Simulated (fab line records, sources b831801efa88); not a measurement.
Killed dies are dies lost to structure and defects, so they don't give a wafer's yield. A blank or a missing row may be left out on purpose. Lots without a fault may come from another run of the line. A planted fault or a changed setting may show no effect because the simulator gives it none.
fab line records | flow gf180mcu
record lots=5 wafers=15 last_day=32
route steps=602 shown CONTACT@314 M1@315 V1@335
lots that met no fault: from a run of the same line without faults
start_h: hours from the record's first day to the start of the lot's first wafer shown | wait_h: hours since the lot's step before | " the same as in the row above | L1.1+2: a row that stands for several wafers | - no value, or no start given | * or withheld: withheld | < > ~ a bound
route shown NAME@n: a module of which the file shows steps, and the number in the route of the first | usual: mean/standard deviation of fault-free wafers | same: alike in all rows | chamber/n: place in a boat | sites: the reading at each site | _std_site: their standard deviation | _edge_site: outer sites' mean less inner sites' | radius_mm: how far each site lies from the wafer's centre | mask NAME#n: copy n | behind: the tool/chamber that last shaped the wafer | hold: why the lot was held/for how many hours/how that ended | device: the transistor (n, p or np) that didn't switch | end of line: the same wafers' tests at the end of the route | a step without rows: its recipe alone | killed: dies lost to structure and defects at the first sort, not the wafer's yield | map: a wafer's dies, x killed, . not, _ none there
set.NAME: the setting as run; set.NAME@STEP: as run at that earlier step | model.NAME: the simulator's own value behind a step, which no gauge read
lots at some steps of the route; a table a step, a row a wafer
services: from which hour (start_h, from the record's first day; less than 0 if before it) a tool's chamber was out of use, for how many hours, and why
## steps
# step GF_CONTACT_CMP_27
# recipe stop_on=SiO2 down_force_psi=3.5 platen_rpm=60 t_overpolish_s=15 target_thk_nm=0 pad_velocity_m_s=0.94248
# usual motor_current_A=11.0/1.3 overpolish_run_s=15.001/0.0095 time_to_endpoint_s=70/3.5
# columns lot.wafer tool chamber start_h wait_h motor_current_A overpolish_run_s time_to_endpoint_s
L076.3 cmp-01 1 381.87 0.1 11.1 15.005 66
L076.6 " 3 " " 9.6 15.009 68
L076.5 " 0 " " 10.7 15.001 72
L077.2 cmp-01 0 387.38 0.0 10.3 15.008 74
L077.4 " 1 " " 11.0 15.009 70
L077.3 " 3 " " 9.8 14.990 70
L084.2 cmp-01 2 449.31 0.0 10.1 15.001 71
L084.3 " 3 " " 9.8 15.003 67
L084.4 " 0 " " 10.0 15.012 68
L085.3 cmp-01 2 459.12 0.1 10.3 14.991 71
L085.1 " 3 " " 9.8 15.007 71
L085.6 " 0 " " 10.8 15.011 72
L086.4 cmp-02 3 470.41 0.1 14.6 14.995 67
L086.3 " 0 " " 11.5 15.008 68
L086.6 " 2 " " 11.1 15.002 69
# step GF_M1_SPUTTER_00
# recipe material=Ti target_thk_nm=37.5 arriving_ion_energy_ev=80 substrate_temp_c=200 chamber_pressure_pa=2 power_w=4000 time_s=150
# usual throttle_valve_pct=30.0/1.1
# columns lot.wafer tool chamber start_h wait_h throttle_valve_pct
L076.3 pvd_sputter-01 - 382.07 0.1 30.2
L076.5 " - " " 31.4
L076.6 " - " " 29.6
L077.2 pvd_sputter-01 - 387.68 0.2 29.9
L077.3 " - " " 31.1
L077.4 " - " " 29.9
L084.2 pvd_sputter-01 - 449.61 0.2 30.5
L084.3 " - " " 31.2
L084.4 " - " " 30.1
L085.1 pvd_sputter-02 - 459.32 0.1 29.9
L085.3 " - " " 30.2
L085.6 " - " " 30.3
L086.3 pvd_sputter-02 - 470.66 0.1 30.3
L086.4 " - " " 29.8
L086.6 " - " " 30.2
# step GF_M1_SPUTTER_01
# recipe material=TiN target_thk_nm=30 power_w=6500 time_s=25 chamber_pressure_pa=0.4
# usual throttle_valve_pct=30.0/1.1
# columns lot.wafer tool chamber start_h wait_h throttle_valve_pct
L076.3 pvd_sputter-01 - 382.17 0.1 30.3
L076.5 " - " " 31.1
L076.6 " - " " 29.8
L077.2 pvd_sputter-01 - 387.78 0.1 30.3
L077.3 " - " " 31.2
L077.4 " - " " 29.8
L084.2 pvd_sputter-01 - 449.71 0.1 30.2
L084.3 " - " " 31.1
L084.4 " - " " 30.4
L085.1 pvd_sputter-02 - 459.42 0.1 30.0
L085.3 " - " " 30.5
L085.6 " - " " 30.2
L086.3 pvd_sputter-02 - 470.76 0.1 30.0
L086.4 " - " " 29.8
L086.6 " - " " 29.9
# step GF_M1_SPUTTER_02
# recipe material=AlCu target_thk_nm=450 power_w=10600 time_s=23.9 chamber_pressure_pa=0.4
# usual throttle_valve_pct=30.0/1.1
# columns lot.wafer tool chamber start_h wait_h throttle_valve_pct
L076.3 pvd_sputter-01 - 382.20 0.0 30.4
L076.5 " - " " 31.2
L076.6 " - " " 29.8
L077.2 pvd_sputter-01 - 387.81 0.0 30.2
L077.3 " - " " 31.3
L077.4 " - " " 30.0
L084.2 pvd_sputter-01 - 449.74 0.0 30.1
L084.3 " - " " 31.1
L084.4 " - " " 30.2
L085.1 pvd_sputter-02 - 459.45 0.0 29.8
L085.3 " - " " 30.2
L085.6 " - " " 30.3
L086.3 pvd_sputter-02 - 470.79 0.0 30.4
L086.4 " - " " 29.6
L086.6 " - " " 30.1
# step GF_M1_SPUTTER_03
# recipe material=Ti target_thk_nm=10 substrate_temp_c=300 chamber_pressure_pa=0.3 power_w=3000 time_s=6.7
# usual throttle_valve_pct=30.0/1.1
# columns lot.wafer tool chamber start_h wait_h throttle_valve_pct
L076.3 pvd_sputter-01 - 382.23 0.0 30.3
L076.5 " - " " 31.1
L076.6 " - " " 29.7
L077.2 pvd_sputter-01 - 387.84 0.0 30.2
L077.3 " - " " 31.3
L077.4 " - " " 29.9
L084.2 pvd_sputter-01 - 449.77 0.0 30.3
L084.3 " - " " 31.3
L084.4 " - " " 30.2
L085.1 pvd_sputter-02 - 459.48 0.0 29.5
L085.3 " - " " 30.5
L085.6 " - " " 30.1
L086.3 pvd_sputter-02 - 470.82 0.0 30.1
L086.4 " - " " 29.9
L086.6 " - " " 30.0
# step GF_M1_SPUTTER_04
# recipe material=TiN target_thk_nm=50 power_w=6500 time_s=41.7 chamber_pressure_pa=0.4
# usual throttle_valve_pct=30.0/1.1
# columns lot.wafer tool chamber start_h wait_h throttle_valve_pct
L076.3 pvd_sputter-01 - 382.25 0.0 30.3
L076.5 " - " " 31.3
L076.6 " - " " 29.6
L077.2 pvd_sputter-01 - 387.86 0.0 30.2
L077.3 " - " " 31.3
L077.4 " - " " 29.5
L084.2 pvd_sputter-01 - 449.79 0.0 30.3
L084.3 " - " " 31.2
L084.4 " - " " 30.0
L085.1 pvd_sputter-02 - 459.50 0.0 30.0
L085.3 " - " " 30.4
L085.6 " - " " 30.5
L086.3 pvd_sputter-02 - 470.84 0.0 30.6
L086.4 " - " " 29.8
L086.6 " - " " 29.9
# step GF_M1_RS_MEAS_05
# recipe thk_meas_gauge=four-point-probe reads=TiN_of_M1_SPUTTER_04+Ti_of_M1_SPUTTER_03+AlCu_of_M1_SPUTTER_02+TiN_of_M1_SPUTTER_01+Ti_of_M1_SPUTTER_00
# usual M1_ALCU_RS=0.0696/0.0007
# columns lot.wafer tool chamber start_h wait_h M1_ALCU_RS[ohm/sq]
L076.3 film_metro-04 - 382.33 0.1 0.0698
L076.5 " - " " 0.0694
L076.6 " - " " 0.0697
L077.2 film_metro-03 - 387.92 0.0 0.0691
L077.3 " - " " 0.0690
L077.4 " - " " 0.0684
L084.2 film_metro-02 - 449.85 0.0 0.0697
L084.3 " - " " 0.0691
L084.4 " - " " 0.0690
L085.1 film_metro-04 - 459.54 0.0 0.0707
L085.3 " - " " 0.0707
L085.6 " - " " 0.0714
L086.3 film_metro-02 - 470.92 0.1 0.0701
L086.4 " - " " 0.0695
L086.6 " - " " 0.0697
# step GF_M1_THK_MEAS_06
# recipe thk_meas_gauge=xrf reads=AlCu_of_M1_SPUTTER_02
# usual M1_ALCU_THK=455/5.5
# columns lot.wafer tool chamber start_h wait_h M1_ALCU_THK[nm]
L076.3 film_metro-04 - 382.43 0.1 454
L076.5 " - " " 455
L076.6 " - " " 455
L077.2 film_metro-03 - 388.03 0.1 461
L077.3 " - " " 462
L077.4 " - " " 465
L084.2 film_metro-02 - 449.96 0.1 453
L084.3 " - " " 457
L084.4 " - " " 460
L085.1 film_metro-04 - 459.66 0.1 449
L085.3 " - " " 446
L085.6 " - " " 442
L086.3 film_metro-02 - 471.02 0.1 451
L086.4 " - " " 453
L086.6 " - " " 452
# step GF_M1_DEHYDRATE_07
# recipe temp_c=200 time_s=60
# usual heater_power_total_W=160.37/0.13
# columns lot.wafer tool chamber start_h wait_h heater_power_total_W
L076.3 litho_track-02 0 393.18 10.7 160.24
L076.5 " 0 " " 160.49
L076.6 " 0 " " 160.27
L077.2 litho_track-01 0 398.43 10.4 160.48
L077.3 " 0 " " 160.28
L077.4 " 0 " " 160.40
L084.2 litho_track-01 0 461.13 11.2 160.37
L084.3 " 0 " " 160.45
L084.4 " 0 " " 160.16
L085.1 litho_track-04 0 471.07 11.4 160.17
L085.3 " 0 " " 160.37
L085.6 " 0 " " 160.43
L086.3 litho_track-02 0 482.13 11.1 160.47
L086.4 " 0 " " 160.27
L086.6 " 0 " " 160.58
# step GF_M1_HMDS_08
# recipe prime_time_s=60 prime_temp_c=120
# columns lot.wafer tool chamber start_h wait_h
L076.3+5+6 litho_track-02 0 393.33 0.1
L077.2+3+4 litho_track-01 0 398.58 0.1
L084.2+3+4 litho_track-01 0 461.28 0.1
L085.1+3+6 litho_track-04 0 471.22 0.1
L086.3+4+6 litho_track-02 0 482.28 0.1
# step GF_M1_COAT_09
# recipe resist=KrF spin_rpm=withheld resist_thk_nm=1000
# columns lot.wafer tool chamber start_h wait_h
L076.3+5+6 litho_track-02 0 393.48 0.1
L077.2+3+4 litho_track-01 0 398.73 0.1
L084.2+3+4 litho_track-01 0 461.43 0.1
L085.1+3+6 litho_track-04 0 471.37 0.1
L086.3+4+6 litho_track-02 0 482.43 0.1
# step GF_M1_SOFTBAKE_10
# recipe temp_c=130 time_s=60 resist=KrF
# usual heater_power_total_W=93.05/0.06
# columns lot.wafer tool chamber start_h wait_h heater_power_total_W
L076.3 litho_track-02 0 393.63 0.1 93.22
L076.5 " 0 " " 93.03
L076.6 " 0 " " 93.02
L077.2 litho_track-01 0 398.88 0.1 93.00
L077.3 " 0 " " 93.10
L077.4 " 0 " " 93.00
L084.2 litho_track-01 0 461.58 0.1 93.08
L084.3 " 0 " " 92.87
L084.4 " 0 " " 93.09
L085.1 litho_track-04 0 471.52 0.1 92.90
L085.3 " 0 " " 93.06
L085.6 " 0 " " 93.04
L086.3 litho_track-02 0 482.58 0.1 92.97
L086.4 " 0 " " 92.90
L086.6 " 0 " " 93.04
# step GF_M1_EXPOSE_11
# recipe mask_id=Metal1 target_cd_nm=230 na=0.68 source_shape=conventional sigma_outer=0.6 dose_mj=28
# columns lot.wafer tool chamber start_h wait_h mask
L076.3+5+6 krf_scanner-02 0 - - Metal1#0
L077.2+3+4 krf_scanner-01 0 - - Metal1#0
L084.2+3+4 krf_scanner-02 0 - - Metal1#0
L085.1+3+6 krf_scanner-02 0 - - Metal1#0
L086.3+4+6 krf_scanner-02 0 - - Metal1#0
# step GF_M1_PEB_12
# recipe peb_temp_c=135 peb_time_s=90 resist=KrF
# usual heater_power_total_W=85.69/0.088
# columns lot.wafer tool chamber start_h wait_h heater_power_total_W
L076.3 litho_track-02 0 - - 85.64
L076.5 " 0 " " 85.62
L076.6 " 0 " " 85.59
L077.2 litho_track-02 0 - - 85.72
L077.3 " 0 " " 85.73
L077.4 " 0 " " 85.71
L084.2 litho_track-01 0 - - 85.77
L084.3 " 0 " " 85.57
L084.4 " 0 " " 85.56
L085.1 litho_track-01 0 - - 85.75
L085.3 " 0 " " 85.75
L085.6 " 0 " " 85.63
L086.3 litho_track-01 0 - - 85.70
L086.4 " 0 " " 85.71
L086.6 " 0 " " 85.72
# step GF_M1_DEVELOP_13
# recipe develop_time_s=60 dev_temp_c=21
# columns lot.wafer tool chamber start_h wait_h
L076.3+5+6 litho_track-02 0 404.28 0.1
L077.2+3+4 litho_track-02 0 409.76 0.2
L084.2+3+4 litho_track-01 0 473.68 0.2
L085.1+3+6 litho_track-01 0 483.25 0.2
L086.3+4+6 litho_track-01 0 494.35 0.1
# step GF_M1_CD_MEAS_14
# recipe target_cd_nm=230
# usual cd_nm=230.2/1.2
# columns lot.wafer tool chamber start_h wait_h cd_nm
L076.3 cd_sem-01 - 404.42 0.1 231.0
L076.5 " - " " 231.0
L076.6 " - " " 230.5
L077.2 cd_sem-02 - 409.90 0.1 231.4
L077.3 " - " " 230.6
L077.4 " - " " 230.8
L084.2 cd_sem-01 - 473.82 0.1 228.5
L084.3 " - " " 229.8
L084.4 " - " " 228.9
L085.1 cd_sem-02 - 483.40 0.1 230.6
L085.3 " - " " 230.9
L085.6 " - " " 229.7
L086.3 cd_sem-02 - 494.49 0.1 227.4
L086.4 " - " " 227.6
L086.6 " - " " 228.4
# step GF_M1_OVL_MEAS_15
# usual M1_OVL=0/4.2
# columns lot.wafer tool chamber start_h wait_h M1_OVL[nm]
L076.3 overlay-02 - 404.52 0.1 -5
L076.5 " - " " -2
L076.6 " - " " 9
L077.2 overlay-01 - 410.01 0.1 1
L077.3 " - " " 1
L077.4 " - " " -2
L084.2 overlay-01 - 473.93 0.1 1
L084.3 " - " " -4
L084.4 " - " " 0
L085.1 overlay-01 - 483.52 0.1 -1
L085.3 " - " " -6
L085.6 " - " " 0
L086.3 overlay-02 - 494.58 0.1 -3
L086.4 " - " " 3
L086.6 " - " " 0
# step GF_M1_METAL_ETCH_16
# recipe chemistry=Cl2/BCl3 mask_material=KrF target_depth_nm=750.8 stop_on=SiO2 pressure_mtorr=8 icp_w=800 bias_w=140 Cl2_flow_sccm=80 bcl3_flow_sccm=40 time_s=125.1
# usual drypump_motor_current_A=5.8/0.44 oes_product_au=0.992/0.0056 throttle_valve_pct=28.229/0.01
# columns lot.wafer tool chamber start_h wait_h drypump_motor_current_A oes_product_au rf_hours_counter_h throttle_valve_pct
L076.3 rie_metal-01 0 404.58 0.1 5.9 0.993 - 28.237
L076.5 " 0 " " 5.9 0.984 - 28.247
L076.6 " 1 " " 6.0 0.995 - 28.242
L077.2 rie_metal-03 1 410.04 0.0 5.0 0.999 6 28.227
L077.3 " 0 " " 6.0 0.992 - 28.231
L077.4 " 1 " " 5.1 0.987 - 28.220
L084.2 rie_metal-03 1 473.96 0.0 5.0 1.001 7 28.218
L084.3 " 0 " " 6.0 0.985 - 28.239
L084.4 " 1 " " 5.0 0.993 - 28.238
L085.1 rie_metal-02 1 483.56 0.0 5.6 0.995 3 28.237
L085.3 " 0 " " 6.5 0.997 - 28.240
L085.6 " 1 " " 5.6 0.986 - 28.232
L086.3 rie_metal-03 1 494.65 0.1 5.0 0.995 - 28.213
L086.4 " 0 " " 6.0 0.987 - 28.228
L086.6 " 0 " " 6.0 0.991 - 28.232
# step GF_M1_STRIP_17
# recipe chemistry=O2/N2 power_w=1400 pressure_mtorr=1500 platen_temp_c=250 o2_flow_sccm=3000 n2_flow_sccm=300 overash_fraction=0.5
# usual drypump_motor_current_A=6.09/0.23 heater_power_w=343/24 oes_product_au=0.536/0.0054 strip_time_to_endpoint_s=7.37/0.057
# columns lot.wafer tool chamber start_h wait_h drypump_motor_current_A heater_power_w oes_product_au rf_hours_counter_h strip_time_to_endpoint_s
L076.3 plasma_asher-02 0 404.70 0.1 6.26 337 0.536 - 7.45
L076.5 " 1 " " 6.15 320 0.540 - 7.44
L076.6 " 0 " " 6.21 347 0.531 - 7.37
L077.2 plasma_asher-02 0 410.17 0.1 6.26 343 0.534 61 7.26
L077.3 " 1 " " 6.15 322 0.538 - 7.39
L077.4 " 0 " " 6.27 348 0.528 - 7.27
L084.2 plasma_asher-04 0 474.09 0.1 5.84 356 0.534 4 7.30
L084.3 " 1 " " 6.21 314 0.531 - 7.39
L084.4 " 0 " " 5.85 358 0.535 - 7.28
L085.1 plasma_asher-03 0 483.69 0.1 5.77 336 0.538 39 7.41
L085.3 " 0 " " 5.76 342 0.531 - 7.40
L085.6 " 1 " " 6.33 385 0.537 - 7.42
L086.3 plasma_asher-04 1 494.77 0.1 6.23 309 0.533 - 7.27
L086.4 " 0 " " 5.84 349 0.536 - 7.38
L086.6 " 1 " " 6.24 308 0.535 - 7.34
# step GF_M1_STRIP_18
# recipe chemistry=post_etch_residue_remover time_s=1200 temp_c=72.5
# usual bath_guard_temp_C=72.5/0.63 bath_heat_duty_pct=14.6/1.8
# columns lot.wafer tool chamber start_h wait_h bath_guard_temp_C bath_heat_duty_pct
L076.3 wet_bench-02 1 404.77 0.0 73.0 12.4
L076.5 " 1 " " 72.5 13.6
L076.6 " 1 " " 72.6 13.0
L077.2 wet_bench-02 0 410.27 0.1 73.5 14.3
L077.3 " 0 " " 73.9 14.6
L077.4 " 0 " " 73.6 14.5
L084.2 wet_bench-02 2 474.19 0.1 72.1 15.7
L084.3 " 2 " " 72.5 14.1
L084.4 " 2 " " 72.3 14.0
L085.1 wet_bench-04 0 483.79 0.1 73.0 15.9
L085.3 " 0 " " 72.8 16.0
L085.6 " 0 " " 72.7 15.8
L086.3 wet_bench-03 2 494.84 0.0 72.8 12.7
L086.4 " 2 " " 72.6 12.2
L086.6 " 2 " " 72.3 12.3
# step GF_M1_CLEAN_19
# recipe chemistry=DIW dry=n2_spin
# columns lot.wafer tool chamber start_h wait_h
L076.3+5+6 wet_bench-04 2 405.11 0.0
L077.2+3+4 wet_bench-03 3 410.61 0.0
L084.2+3+4 wet_bench-04 0 474.53 0.0
L085.1+3+6 wet_bench-02 2 484.13 0.0
L086.3+4+6 wet_bench-02 3 495.58 0.0
# step GF_V1_CVD_00
# recipe material=SiO2 target_thk_nm=600 sigma_open_frac=0.3 temp_c=400 time_s=100 sih4_flow_sccm=60 pressure_mtorr=6
# columns lot.wafer tool chamber start_h wait_h
L076.3+5+6 hdpcvd-02 0,1,0 405.20 0.0
L077.2+3+4 hdpcvd-02 2,0,1 410.70 0.0
L084.2+3+4 hdpcvd-02 0,2,2 474.62 0.0
L085.1+3+6 hdpcvd-01 0,1,2 484.22 0.0
L086.3+4+6 hdpcvd-01 2,1,0 495.67 0.0
# step GF_V1_THK_MEAS_01
# recipe reads=SiO2_of_V1_CVD_00
# usual V1_CVD_00_THK=597/6.4
# columns lot.wafer tool chamber start_h wait_h V1_CVD_00_THK[nm]
L076.3 film_metro-02 - 405.29 0.1 596
L076.5 " - " " 589
L076.6 " - " " 595
L077.2 film_metro-02 - 410.78 0.0 599
L077.3 " - " " 603
L077.4 " - " " 589
L084.2 film_metro-01 - 474.70 0.0 591
L084.3 " - " " 589
L084.4 " - " " 591
L085.1 film_metro-02 - 484.29 0.0 600
L085.3 " - " " 594
L085.6 " - " " 598
L086.3 film_metro-02 - 495.77 0.1 599
L086.4 " - " " 603
L086.6 " - " " 598
# step GF_V1_CVD_02
# recipe material=SiO2 target_thk_nm=850 precursor=TEOS temp_c=400 time_s=94.851 rf_w=600
# usual heater_power_w=634/110
# columns lot.wafer tool chamber start_h wait_h heater_power_w
L076.3 pecvd-02 2 405.33 0.0 628
L076.5 " 0 " " 825
L076.6 " 1 " " 541
L077.2 pecvd-04 1 410.83 0.0 538
L077.3 " 0 " " 662
L077.4 " 2 " " 559
L084.2 pecvd-01 0 474.75 0.0 636
L084.3 " 2 " " 637
L084.4 " 0 " " 677
L085.1 pecvd-01 2 484.35 0.1 617
L085.3 " 1 " " 733
L085.6 " 1 " " 817
L086.3 pecvd-02 2 495.81 0.0 633
L086.4 " 0 " " 837
L086.6 " 2 " " 515
# step GF_V1_THK_MEAS_03
# recipe reads=SiO2_of_V1_CVD_02
# usual V1_CVD_02_THK=848/11
# columns lot.wafer tool chamber start_h wait_h V1_CVD_02_THK[nm]
L076.3 film_metro-03 - 405.42 0.1 843
L076.5 " - " " 856
L076.6 " - " " 867
L077.2 film_metro-01 - 410.91 0.0 840
L077.3 " - " " 846
L077.4 " - " " 854
L084.2 film_metro-02 - 474.83 0.0 838
L084.3 " - " " 836
L084.4 " - " " 852
L085.1 film_metro-02 - 484.42 0.0 851
L085.3 " - " " 846
L085.6 " - " " 857
L086.3 film_metro-01 - 495.89 0.1 832
L086.4 " - " " 846
L086.6 " - " " 859
# step GF_V1_CMP_04
# recipe material=SiO2 down_force_psi=4 platen_rpm=60 pad_velocity_m_s=0.94248
# usual motor_current_A=12.2/1.6 time_to_endpoint_s=78/5.5
# columns lot.wafer tool chamber start_h wait_h motor_current_A time_to_endpoint_s
L076.3 cmp-01 0 405.51 0.1 10.9 80
L076.5 " 3 " " 11.0 81
L076.6 " 0 " " 11.5 90
L077.2 cmp-02 2 410.96 0.0 12.6 73
L077.4 " 3 " " 16.3 77
L077.3 " 1 " " 12.3 81
L084.3 cmp-02 0 474.88 0.0 12.2 73
L084.4 " 2 " " 10.9 76
L084.2 " 3 " " 16.3 70
L085.1 cmp-01 1 484.48 0.1 12.2 77
L085.3 " 0 " " 11.4 74
L085.6 " 1 " " 12.9 77
L086.3 cmp-02 3 495.93 0.0 15.9 71
L086.4 " 1 " " 11.7 81
L086.6 " 0 " " 13.2 82
# step GF_V1_BOW_MEAS_05
# recipe mode=bow
# usual V1_BOW=82/7.8
# columns lot.wafer tool chamber start_h wait_h V1_BOW[um]
L076.3 film_metro-03 - 405.80 0.2 83
L076.5 " - " " 78
L076.6 " - " " 87
L077.2 film_metro-02 - 411.28 0.3 88
L077.3 " - " " 98
L077.4 " - " " 95
L084.2 film_metro-03 - 475.20 0.1 84
L084.3 " - " " 87
L084.4 " - " " 77
L085.1 film_metro-01 - 484.78 0.2 76
L085.3 " - " " 83
L085.6 " - " " 76
L086.3 film_metro-01 - 496.27 0.3 78
L086.4 " - " " 79
L086.6 " - " " 86
# step GF_V1_DEHYDRATE_06
# recipe temp_c=200 time_s=60
# usual heater_power_total_W=160.35/0.11
# columns lot.wafer tool chamber start_h wait_h heater_power_total_W
L076.3 litho_track-03 0 417.39 11.6 160.36
L076.5 " 0 " " 160.47
L076.6 " 0 " " 160.35
L077.2 litho_track-03 0 422.67 11.4 160.39
L077.3 " 0 " " 160.16
L077.4 " 0 " " 160.61
L084.2 litho_track-03 0 486.02 10.8 160.48
L084.3 " 0 " " 160.41
L084.4 " 0 " " 160.32
L085.1 litho_track-04 0 496.02 11.2 160.31
L085.3 " 0 " " 160.27
L085.6 " 0 " " 160.26
L086.3 litho_track-02 0 507.23 10.9 160.34
L086.4 " 0 " " 160.30
L086.6 " 0 " " 160.17
# step GF_V1_HMDS_07
# recipe prime_time_s=60 prime_temp_c=120
# columns lot.wafer tool chamber start_h wait_h
L076.3+5+6 litho_track-03 0 417.54 0.1
L077.2+3+4 litho_track-03 0 422.82 0.1
L084.2+3+4 litho_track-03 0 486.17 0.1
L085.1+3+6 litho_track-04 0 496.17 0.1
L086.3+4+6 litho_track-02 0 507.38 0.1
# step GF_V1_COAT_08
# recipe resist=BARC temp_c=withheld time_s=withheld spin_rpm=withheld resist_thk_nm=withheld
# columns lot.wafer tool chamber start_h wait_h
L076.3+5+6 litho_track-03 0 417.69 0.1
L077.2+3+4 litho_track-03 0 422.97 0.1
L084.2+3+4 litho_track-03 0 486.32 0.1
L085.1+3+6 litho_track-04 0 496.32 0.1
L086.3+4+6 litho_track-02 0 507.53 0.1
# step GF_V1_COAT_09
# recipe resist=KrF spin_rpm=withheld resist_thk_nm=1000
# columns lot.wafer tool chamber start_h wait_h
L076.3+5+6 litho_track-03 0 - -
L077.2+3+4 litho_track-03 0 - -
L084.2+3+4 litho_track-03 0 - -
L085.1+3+6 litho_track-04 0 - -
L086.3+4+6 litho_track-02 0 - -
# step GF_V1_SOFTBAKE_10
# recipe temp_c=130 time_s=60 resist=KrF
# usual heater_power_total_W=93.06/0.058
# columns lot.wafer tool chamber start_h wait_h heater_power_total_W
L076.3 litho_track-03 0 - - 93.03
L076.5 " 0 " " 92.93
L076.6 " 0 " " 93.00
L077.2 litho_track-03 0 - - 93.02
L077.3 " 0 " " 93.04
L077.4 " 0 " " 92.99
L084.2 litho_track-03 0 - - 93.08
L084.3 " 0 " " 93.10
L084.4 " 0 " " 93.16
L085.1 litho_track-04 0 - - 93.05
L085.3 " 0 " " 93.02
L085.6 " 0 " " 93.08
L086.3 litho_track-02 0 - - 93.04
L086.4 " 0 " " 92.97
L086.6 " 0 " " 92.99
# step GF_V1_EXPOSE_11
# recipe mask_id=Via1 target_cd_nm=260 na=0.68 source_shape=conventional sigma_outer=0.6 dose_mj=38
# columns lot.wafer tool chamber start_h wait_h mask
L076.3+5+6 krf_scanner-01 0 - - Via1#0
L077.2+3+4 krf_scanner-02 0 - - Via1#0
L084.2+3+4 krf_scanner-02 0 - - Via1#0
L085.1+3+6 krf_scanner-01 0 - - Via1#0
L086.3+4+6 krf_scanner-01 0 - - Via1#0
# step GF_V1_PEB_12
# recipe peb_temp_c=135 peb_time_s=90 resist=KrF
# usual heater_power_total_W=85.70/0.084
# columns lot.wafer tool chamber start_h wait_h heater_power_total_W
L076.3 litho_track-04 0 - - 85.65
L076.5 " 0 " " 85.55
L076.6 " 0 " " 85.81
L077.2 litho_track-03 0 - - 85.61
L077.3 " 0 " " 85.53
L077.4 " 0 " " 85.87
L084.2 litho_track-02 0 - - 85.60
L084.3 " 0 " " 85.80
L084.4 " 0 " " 85.79
L085.1 litho_track-04 0 - - 85.57
L085.3 " 0 " " 85.69
L085.6 " 0 " " 85.68
L086.3 litho_track-02 0 - - 85.66
L086.4 " 0 " " 85.66
L086.6 " 0 " " 85.64
# step GF_V1_DEVELOP_13
# recipe develop_time_s=60 resist=KrF dev_temp_c=21
# columns lot.wafer tool chamber start_h wait_h
L076.3+5+6 litho_track-04 0 429.42 0.1
L077.2+3+4 litho_track-03 0 434.92 0.2
L084.2+3+4 litho_track-02 0 498.96 0.2
L085.1+3+6 litho_track-04 0 507.72 0.2
L086.3+4+6 litho_track-02 0 519.28 0.1
# step GF_V1_CD_MEAS_14
# recipe target_cd_nm=260
# usual cd_nm=259.9/1.3
# columns lot.wafer tool chamber start_h wait_h cd_nm
L076.3 cd_sem-01 - 429.56 0.1 259.0
L076.5 " - " " 259.6
L076.6 " - " " 259.4
L077.2 cd_sem-01 - 435.06 0.1 261.7
L077.3 " - " " 262.0
L077.4 " - " " 261.3
L084.2 cd_sem-02 - 499.10 0.1 259.2
L084.3 " - " " 259.8
L084.4 " - " " 259.2
L085.1 cd_sem-02 - 507.87 0.1 255.9
L085.3 " - " " 257.0
L085.6 " - " " 257.6
L086.3 cd_sem-02 - 519.42 0.1 258.7
L086.4 " - " " 259.5
L086.6 " - " " 258.8
# step GF_V1_OVL_MEAS_15
# usual V1_OVL=2/6.5
# columns lot.wafer tool chamber start_h wait_h V1_OVL[nm]
L076.3 overlay-01 - 429.65 0.1 2
L076.5 " - " " 4
L076.6 " - " " 3
L077.2 overlay-01 - 435.17 0.1 1
L077.3 " - " " 1
L077.4 " - " " -2
L084.2 overlay-02 - 499.21 0.1 -12
L084.3 " - " " -4
L084.4 " - " " -7
L085.1 overlay-02 - 507.99 0.1 7
L085.3 " - " " -1
L085.6 " - " " 11
L086.3 overlay-01 - 519.51 0.1 7
L086.4 " - " " 11
L086.6 " - " " 10
# step GF_V1_ETCH_16
# recipe chemistry=N2/H2 target_depth_a=withheld overetch_a=withheld time_s=withheld target=BARC ion_energy_ev=200 source_w=500 bias_w=100 pressure_mtorr=30 n2_flow_sccm=100 h2_flow_sccm=200
# usual drypump_motor_current_A=5.7/0.48 oes_product_au=0.856/0.0047 throttle_valve_pct=13.225/0.0096
# columns lot.wafer tool chamber start_h wait_h drypump_motor_current_A oes_product_au throttle_valve_pct
L076.3 rie_diel-04 2 429.68 0.0 5.7 0.847 13.239
L076.5 " 1 " " 4.7 0.853 13.234
L076.6 " 0 " " 6.2 0.856 13.224
L077.2 rie_diel-01 2 435.20 0.0 6.5 0.854 13.245
L077.3 " 0 " " 5.6 0.851 13.211
L077.4 " 3 " " 6.2 0.860 13.249
L084.2 rie_diel-03 1 499.24 0.0 5.8 0.852 13.229
L084.3 " 2 " " 5.7 0.859 13.226
L084.4 " 0 " " 5.6 0.854 13.219
L085.1 rie_diel-04 2 508.02 0.0 5.7 0.857 13.226
L085.3 " 3 " " 5.3 0.857 13.227
L085.6 " 2 " " 5.7 0.854 13.223
L086.3 rie_diel-04 3 519.54 0.0 5.3 0.858 13.231
L086.4 " 1 " " 4.7 0.857 13.244
L086.6 " 1 " " 4.7 0.854 13.249
# step GF_V1_ETCH_17
# recipe chemistry=C4F8/O2/Ar mask_material=KrF target=SiO2 stop_on=TiN source_w=1500 bias_w=1200 pressure_mtorr=40 c4f8_flow_sccm=withheld O2_flow_sccm=6 Ar_flow_sccm=300 time_s=withheld target_depth_a=6300
# usual oes_product_au=0.855/0.0048
# columns lot.wafer tool chamber start_h wait_h oes_product_au
L076.3 rie_diel-04 2 - - 0.850
L076.5 " 1 " " 0.866
L076.6 " 0 " " 0.863
L077.2 rie_diel-01 2 - - 0.854
L077.3 " 0 " " 0.853
L077.4 " 3 " " 0.857
L084.2 rie_diel-03 1 - - 0.856
L084.3 " 2 " " 0.856
L084.4 " 0 " " 0.850
L085.1 rie_diel-04 2 - - 0.854
L085.3 " 3 " " 0.843
L085.6 " 2 " " 0.857
L086.3 rie_diel-04 3 - - 0.858
L086.4 " 1 " " 0.857
L086.6 " 1 " " 0.858
## services
# columns tool chamber start_h hours kind
krf_scanner-02 - 361.00 0.7 repair
krf_scanner-02 - 375.99 0.8 pm
rie_diel-04 - 388.65 0.3 repair
cmp-01 - 397.83 2.0 repair
hdpcvd-02 2 399.19 3.8 repair
cmp-02 - 404.00 4.0 pm
krf_scanner-02 - 407.75 1.3 pm
krf_scanner-02 - 410.88 1.0 pm
cmp-02 - 411.97 0.8 repair
hdpcvd-02 - 413.29 0.9 repair
hdpcvd-02 - 415.24 0.6 repair
rie_diel-04 1 416.48 4.3 repair
krf_scanner-01 - 422.70 1.3 pm
cmp-01 - 423.29 1.5 repair
cmp-02 - 433.25 4.1 repair
krf_scanner-01 - 439.62 1.0 pm
hdpcvd-02 - 447.87 2.4 repair
krf_scanner-01 - 461.26 4.0 pm
cmp-01 - 466.05 5.8 repair
krf_scanner-01 - 466.93 0.8 pm
cmp-01 - 496.26 1.0 repair
cmp-02 - 497.74 1.6 repair
krf_scanner-02 - 499.21 29.6 repair
krf_scanner-02 - 513.38 1.6 repair
## key
fault none
